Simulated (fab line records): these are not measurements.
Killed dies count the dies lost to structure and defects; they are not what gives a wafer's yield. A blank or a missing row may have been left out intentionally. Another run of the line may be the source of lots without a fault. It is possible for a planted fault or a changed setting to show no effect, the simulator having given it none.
Chamber matching / flow sky130 / 3 sister chambers for SKY_CAPM_CVD_00 on pecvd-01
The step deposits SiO2, target thk 15.5 nm. 20 wafers are shown with their chamber, then 10 later ones without.

WAFERS, EACH WITH ITS CHAMBER
wafer=L074.1; chamber=0; heater power w (W)=904
wafer=L074.5; chamber=0; heater power w (W)=930
wafer=L074.6; chamber=2; heater power w (W)=824
wafer=L076.1; chamber=1; heater power w (W)=666
wafer=L076.4; chamber=1; heater power w (W)=656
wafer=L076.5; chamber=2; heater power w (W)=847
wafer=L079.1; chamber=0; heater power w (W)=872
wafer=L079.2; chamber=1; heater power w (W)=752
wafer=L079.6; chamber=2; heater power w (W)=705
wafer=L081.1; chamber=0; heater power w (W)=762
wafer=L081.3; chamber=2; heater power w (W)=792
wafer=L081.4; chamber=1; heater power w (W)=713
wafer=L082.1; chamber=0; heater power w (W)=801
wafer=L082.4; chamber=2; heater power w (W)=827
wafer=L082.5; chamber=1; heater power w (W)=675
wafer=L088.3; chamber=2; heater power w (W)=810
wafer=L088.4; chamber=1; heater power w (W)=657
wafer=L088.6; chamber=2; heater power w (W)=808
wafer=L090.1; chamber=0; heater power w (W)=773
wafer=L090.4; chamber=0; heater power w (W)=782

SIGNATURES, as means of the wafers listed above
reading=heater power w; chamber 0=832.00; chamber 1=686.50; chamber 2=801.86; scatter within a chamber=53.3
Rule: a wafer lies at a distance from a chamber equal to the root of the sum of squares, over the readings, of (its reading less the chamber's mean, divided by the reading's scatter). If the next closest chamber is less than 2 further off than the closest, the wafer can't be placed; otherwise it belongs to the closest. How the scatter is found: for the shown wafers, subtract from each reading the mean of its chamber, square and add these, divide the total by (wafers less chambers), then take the root.

WAFERS WHOSE CHAMBER IS MISSING
wafer=L090.5; heater power w (W)=736
wafer=L093.2; heater power w (W)=697
wafer=L093.5; heater power w (W)=850
wafer=L093.6; heater power w (W)=752
wafer=L095.1; heater power w (W)=756
wafer=L095.4; heater power w (W)=876
wafer=L095.5; heater power w (W)=751
wafer=L097.3; heater power w (W)=906
wafer=L097.4; heater power w (W)=891
wafer=L097.6; heater power w (W)=630

THE CHAMBER EACH PASSED THROUGH
wafer=L090.5; from the rows above=can't be placed: 1 or 2 or 0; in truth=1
wafer=L093.2; from the rows above=can't be placed: 1 or 2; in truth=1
wafer=L093.5; from the rows above=can't be placed: 0 or 2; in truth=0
wafer=L093.6; from the rows above=can't be placed: 2 or 1 or 0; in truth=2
wafer=L095.1; from the rows above=can't be placed: 2 or 1 or 0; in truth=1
wafer=L095.4; from the rows above=can't be placed: 0 or 2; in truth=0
wafer=L095.5; from the rows above=can't be placed: 2 or 1 or 0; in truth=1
wafer=L097.3; from the rows above=can't be placed: 0 or 2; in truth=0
wafer=L097.4; from the rows above=can't be placed: 0 or 2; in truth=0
wafer=L097.6; from the rows above=1; in truth=1
1 of 10 placed correctly. From these rows, 9 cannot be placed; in 9 the true chamber is one of the candidates. Placed wrongly: 0.
